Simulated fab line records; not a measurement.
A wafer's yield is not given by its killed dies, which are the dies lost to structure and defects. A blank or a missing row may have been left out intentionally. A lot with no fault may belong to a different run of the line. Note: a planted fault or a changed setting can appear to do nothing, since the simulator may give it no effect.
Code-filled problem report in 8D (eight disciplines) form    flow sky130    the parts of the form that need people (team, actions taken, sign-off) are left out

== 1. WHAT WENT WRONG ==
VT_ADJUST_HVTP_TW at SKY_VT_ADJUST_HVTP_TW_MEAS_11 reads a mean of 1302 on 6 wafers of 2 lots; wafers without a fault read 1345 with a standard deviation of 5.8. That is -7.4 standard deviations from the usual mean.
Seen first at day 10 03:09 on film metro-02, wafer L925.1. At this step, 36 wafers from 12 lots have a number in the record. Rule for "out" (also "out of limits"): further than 4 standard deviations from the usual mean. The other wafers with a number count as sound.

== 2. WHAT THIS IS AND IS NOT ==
question                     is                      is not
which readings at this step  VT_ADJUST_HVTP_TW       -
which lots                   L925, L926              L910, L911, L913, L914, L915, L919, L922, L923, L924, L928
which wafers of those lots   all that have a number  -
read on which gauges         film metro-02           film metro-04
when                         from day 10 03:09       up to then (27 sound wafers); but 3 sound wafers of L928 came after

== 3. SUSPECTS, AND WHAT RULES EACH OUT ==
Counting: a tool at a process step up to the reading stays a suspect if it ran every lot that is out and no sound lot after the first of them.
- the gauge at SKY_VT_ADJUST_HVTP_TW_MEAS_11 has been ruled out. All the wafers that are out were read on film metro-02, but those of them that SKY_VT_ADJUST_HVTP_IMPLANT_09 has rows for are out there too, on other tools.
- implanter-03 at SKY_VT_ADJUST_HVTP_IMPLANT_09: kept. All lots that are out passed through it, beginning with L925 at day 10 02:54, and no sound lot followed; its final sound lot before that point was L924 at day 9 20:59. On those wafers its own readings are out: beam energy keV.
The count leaves implanter-03 at SKY_VT_ADJUST_HVTP_IMPLANT_09.

== 4. THE CAUSE (what the simulator had put in) ==
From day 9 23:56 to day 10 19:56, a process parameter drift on implanter-03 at SKY_VT_ADJUST_HVTP_IMPLANT_09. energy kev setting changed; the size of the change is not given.
The count eliminated every tool but this one.

== 5. SEQUENCE OF EFFECTS, ordered by route ==
Each row: a reading where the mean over the struck wafers with a number is more than 3 standard deviations away from the usual. Only readings for which the record gives a usual standard deviation are gone through. hours: the time from each lot's start at the first step in this table that gives one to its start at this step, as a median over the lots. sigmas: the change in usual standard deviations.
hours  step                           reading            usual   on struck wafers  change  sigmas
0      SKY_VT_ADJUST_HVTP_IMPLANT_09  beam energy keV    150.00  135.61            -14.39  -99 or more
0      SKY_VT_ADJUST_HVTP_TW_MEAS_11  VT_ADJUST_HVTP_TW  1345    1302              -43     -7.4
Here are the process steps it includes:
- SKY_VT_ADJUST_HVTP_IMPLANT_09
Later steps that measure or inspect, where all struck wafers having a row at the step show a number for every such reading and not one has moved that far: SKY_VT_ADJUST_LVTN_OVL_MEAS_07.

== 6. HOW IT WOULD HAVE BEEN CAUGHT EARLIER ==
In this record the first reading out of limits at a measuring or inspecting step was taken at day 10 03:09, 3 hours after the fault began at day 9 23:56.
The tool's own readings at SKY_VT_ADJUST_HVTP_IMPLANT_09 were out on every struck wafer that the step has a row for (beam energy keV): an alarm limit on them would have fired on the first of those.
Of the lots that are out (2), L926 began SKY_VT_ADJUST_HVTP_IMPLANT_09 on implanter-03 after day 10 03:09. Holding the tool at that time would have saved it.
